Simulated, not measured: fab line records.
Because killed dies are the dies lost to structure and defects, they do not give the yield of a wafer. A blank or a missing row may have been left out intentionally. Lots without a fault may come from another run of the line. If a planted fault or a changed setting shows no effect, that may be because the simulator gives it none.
What tool caused it? :: flow sky130 :: 11 lots, 33 wafers sampled, at 3 steps of a route of 708

## WHAT THE GAUGES SHOWED, per wafer
SKY_METAL5_THK_MEAS_06: measures by xrf.
lot: L675
measured: day 42 14:52
on: film_metro-04
METAL5_ALCU_THK (nm): 1135 1152 1144

lot: L677
measured: day 43 12:44
on: film_metro-03
METAL5_ALCU_THK (nm): 1141 1130 1114

lot: L678
measured: day 43 14:32
on: film_metro-03
METAL5_ALCU_THK (nm): 1153 1142 1147

lot: L683
measured: day 45 13:05
on: film_metro-03
METAL5_ALCU_THK (nm): 1158 1146 1142

lot: L684
measured: day 45 19:09
on: film_metro-01
METAL5_ALCU_THK (nm): 1165 1143 1164

lot: L685
measured: day 46 03:50
on: film_metro-03
METAL5_ALCU_THK (nm): 1156 1129 1125

lot: L686
measured: day 46 06:50
on: film_metro-03
METAL5_ALCU_THK (nm): 1156 1153 1140

lot: L687
measured: day 46 10:34
on: film_metro-04
METAL5_ALCU_THK (nm): 1138 1172 1150

lot: L688
measured: day 46 15:38
on: film_metro-01
METAL5_ALCU_THK (nm): 1176 1138 1144

lot: L690
measured: day 46 15:49
on: film_metro-01
METAL5_ALCU_THK (nm): 1154 1160 1158

lot: L691
measured: day 47 06:35
on: film_metro-01
METAL5_ALCU_THK (nm): 1150 1141 1132

## TOOL THAT RAN EACH LOT (tool first, then ch and the chambers of the sampled wafers, then the start)
lot: L675
SKY_VIA3_ETCH_14: rie_diel-03 ch 0,3, day 39 09:22
SKY_METAL5_SPUTTER_03: pvd_sputter-03, day 42 14:41

lot: L677
SKY_VIA3_ETCH_14: rie_diel-03 ch 0,1,2, day 40 08:56
SKY_METAL5_SPUTTER_03: pvd_sputter-04, day 43 12:23

lot: L678
SKY_VIA3_ETCH_14: rie_diel-03 ch 1,2,3, day 40 11:34
SKY_METAL5_SPUTTER_03: pvd_sputter-04, day 43 14:20

lot: L683
SKY_VIA3_ETCH_14: rie_diel-04 ch 0,1,3, day 42 12:46
SKY_METAL5_SPUTTER_03: pvd_sputter-02, day 45 12:54

lot: L684
SKY_VIA3_ETCH_14: rie_diel-04 ch 0,2,3, day 42 18:19
SKY_METAL5_SPUTTER_03: pvd_sputter-04, day 45 18:56

lot: L685
SKY_VIA3_ETCH_14: rie_diel-03 ch 2,3, day 43 06:08
SKY_METAL5_SPUTTER_03: pvd_sputter-03, day 46 03:37

lot: L686
SKY_VIA3_ETCH_14: rie_diel-04 ch 0,2,3, day 43 08:13
SKY_METAL5_SPUTTER_03: pvd_sputter-02, day 46 06:39

lot: L687
SKY_VIA3_ETCH_14: rie_diel-03 ch 1,2,3, day 43 10:43
SKY_METAL5_SPUTTER_03: pvd_sputter-03, day 46 10:22

lot: L688
SKY_VIA3_ETCH_14: rie_diel-03 ch 0,3, day 43 15:59
SKY_METAL5_SPUTTER_03: pvd_sputter-03, day 46 15:26

lot: L690
SKY_VIA3_ETCH_14: rie_diel-03 ch 0,2,3, day 43 18:13
SKY_METAL5_SPUTTER_03: pvd_sputter-02, day 46 15:37

lot: L691
SKY_VIA3_ETCH_14: rie_diel-03 ch 1,2,3, day 44 09:38
SKY_METAL5_SPUTTER_03: pvd_sputter-04, day 47 06:23
- SKY_VIA3_ETCH_14: etches BARC in N2/H2, stops on SiO2, time 45.9 s, target depth 60 nm.
- SKY_METAL5_SPUTTER_03: material Ti, target thk 5 nm, time 3.3 s.

## AS READ BY THE TOOLS THEMSELVES (means over the sampled wafers that have a number; for cases with no such wafer, the mark the record gives instead)
SKY_VIA3_ETCH_14.
lot: L675
tool: rie_diel-03
drypump_motor_current_A (A): 6.2
oes_product_au (a.u.): 0.853
rf_fwd_power_W (W): 495.7
throttle_valve_pct (%): 13.219

lot: L677
tool: rie_diel-03
drypump_motor_current_A (A): 6.2
oes_product_au (a.u.): 0.856
rf_fwd_power_W (W): 495.6
throttle_valve_pct (%): 13.227

lot: L678
tool: rie_diel-03
drypump_motor_current_A (A): 6.3
oes_product_au (a.u.): 0.852
rf_fwd_power_W (W): 495.9
throttle_valve_pct (%): 13.228

lot: L683
tool: rie_diel-04
drypump_motor_current_A (A): 5.9
oes_product_au (a.u.): 0.854
rf_fwd_power_W (W): 495.1
throttle_valve_pct (%): 13.226

lot: L684
tool: rie_diel-04
drypump_motor_current_A (A): 6.2
oes_product_au (a.u.): 0.858
rf_fwd_power_W (W): 494.2
throttle_valve_pct (%): 13.231

lot: L685
tool: rie_diel-03
drypump_motor_current_A (A): 6.3
oes_product_au (a.u.): 0.859
rf_fwd_power_W (W): 495.1
throttle_valve_pct (%): 13.225

lot: L686
tool: rie_diel-04
drypump_motor_current_A (A): 6.1
oes_product_au (a.u.): 0.855
rf_fwd_power_W (W): 493.3
throttle_valve_pct (%): 13.229

lot: L687
tool: rie_diel-03
drypump_motor_current_A (A): 6.3
oes_product_au (a.u.): 0.855
rf_fwd_power_W (W): 493.9
throttle_valve_pct (%): 13.236

lot: L688
tool: rie_diel-03
drypump_motor_current_A (A): 6.2
oes_product_au (a.u.): 0.858
rf_fwd_power_W (W): 493.5
throttle_valve_pct (%): 13.228

lot: L690
tool: rie_diel-03
drypump_motor_current_A (A): 6.1
oes_product_au (a.u.): 0.858
rf_fwd_power_W (W): 495.4
throttle_valve_pct (%): 13.228

lot: L691
tool: rie_diel-03
drypump_motor_current_A (A): 6.3
oes_product_au (a.u.): 0.860
rf_fwd_power_W (W): 495.1
throttle_valve_pct (%): 13.228

SKY_METAL5_SPUTTER_03.
lot: L675
tool: pvd_sputter-03
throttle_valve_pct (%): 31.0

lot: L677
tool: pvd_sputter-04
throttle_valve_pct (%): 29.7

lot: L678
tool: pvd_sputter-04
throttle_valve_pct (%): 28.5

lot: L683
tool: pvd_sputter-02
throttle_valve_pct (%): 30.1

lot: L684
tool: pvd_sputter-04
throttle_valve_pct (%): 28.5

lot: L685
tool: pvd_sputter-03
throttle_valve_pct (%): 30.0

lot: L686
tool: pvd_sputter-02
throttle_valve_pct (%): 29.7

lot: L687
tool: pvd_sputter-03
throttle_valve_pct (%): 30.1

lot: L688
tool: pvd_sputter-03
throttle_valve_pct (%): 30.5

lot: L690
tool: pvd_sputter-02
throttle_valve_pct (%): 30.0

lot: L691
tool: pvd_sputter-04
throttle_valve_pct (%): 29.7

## THE ANSWER, worked out from the rows above alone
Rule: the lots themselves supply what counts as usual. Put in order of their means at a reading, lots are off if they are a third of the lots or fewer, leave a main group of 4 or more, and stand apart from it by a gap of 3 or more times the standard deviation of the main group's means; of several such gaps the widest counts. A main group whose means are all the same, to the digits that the tables above print for the reading, isn't used. Also off: a lot with no number at a reading for which 4 or more lots have one. Where the step has rows for the other lots, those lots are counted as sound. Order of review: gauges by route order, followed by the tools' own readings, for which a lot's mean as printed above is used. At the first step where some lot is off, the reading lying furthest off is the one used; lots without a number count as furthest.
Nothing can be told from this: no lot is off at any reading shown.

## WHAT WAS PUT IN BY THE SIMULATOR
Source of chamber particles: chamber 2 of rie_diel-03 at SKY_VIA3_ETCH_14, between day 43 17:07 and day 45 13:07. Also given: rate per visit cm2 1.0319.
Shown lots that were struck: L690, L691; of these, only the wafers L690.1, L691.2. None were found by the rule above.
